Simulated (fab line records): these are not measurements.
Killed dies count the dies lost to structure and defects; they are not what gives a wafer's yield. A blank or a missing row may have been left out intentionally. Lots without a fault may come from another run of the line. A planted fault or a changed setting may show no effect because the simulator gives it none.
Which tool was responsible? + flow gf180mcu + Sampling: 6 lots, 18 wafers, 3 of 602 route steps

## WHAT THE GAUGES READ, wafer by wafer
GF_PASSIVATION_THK_MEAS_01.
| lot  | measured     | on           | PASSIVATION_CVD_00_THK (nm) |
|------|--------------|--------------|-----------------------------|
| L712 | day 28 09:08 | filmMetro-03 | 981 979 988                 |
| L714 | day 29 04:21 | filmMetro-02 | 994 993 1004                |
| L719 | day 30 12:55 | filmMetro-04 | 1000 1005 1026              |
| L722 | day 31 07:58 | filmMetro-03 | 1020 1027 1028              |
| L728 | day 32 18:47 | filmMetro-02 | 983 985 1017                |
| L731 | day 33 14:18 | filmMetro-04 | 998 1012 1025               |

## EACH LOT AND THE TOOL THAT RAN IT (in order: tool; ch and the chambers of the sampled wafers; start)
| lot  | GF_DUAL_GATE_WET_ETCH_12       | GF_V5_STRIP_18                      |
|------|--------------------------------|-------------------------------------|
| L712 | wetBench-02 ch 3, day 8 14:53  | plasmaAsher-04 ch 0,1, day 27 10:55 |
| L714 | wetBench-02 ch 1, day 9 05:40  | plasmaAsher-04 ch 0,1, day 28 06:44 |
| L719 | wetBench-02 ch 2, day 10 17:28 | plasmaAsher-02 ch 1, day 29 15:35   |
| L722 | wetBench-04 ch 1, day 11 12:10 | plasmaAsher-01 ch 0,1, day 30 12:37 |
| L728 | wetBench-01 ch 3, day 13 04:53 | plasmaAsher-01 ch 0,1, day 32 00:28 |
| L731 | wetBench-01 ch 2, day 14 02:56 | plasmaAsher-04 ch 0,1, day 32 20:46 |
- GF_DUAL_GATE_WET_ETCH_12: etches SiO2 in dHF, target depth 13 nm, time 260 s.
- GF_V5_STRIP_18: strips in O2/N2.

## THE ANSWER, worked out from the rows above alone
Rule: what is usual is taken from the lots themselves. Put in order of their means at a reading, lots are off if they are a third of the lots or fewer, leave a main group of 4 or more, and stand apart from it by a gap of 3 or more times the standard deviation of the main group's means; of several such gaps the widest counts. The tables above print the reading to a certain number of digits; a main group whose means all agree to those digits is not used. Also off: a lot with no number at a reading for which 4 or more lots have one. Any other lot the step has rows for is counted as sound.
None of the lots is off at any reading shown; this tells nothing.

## WHAT THE SIMULATOR PUT IN
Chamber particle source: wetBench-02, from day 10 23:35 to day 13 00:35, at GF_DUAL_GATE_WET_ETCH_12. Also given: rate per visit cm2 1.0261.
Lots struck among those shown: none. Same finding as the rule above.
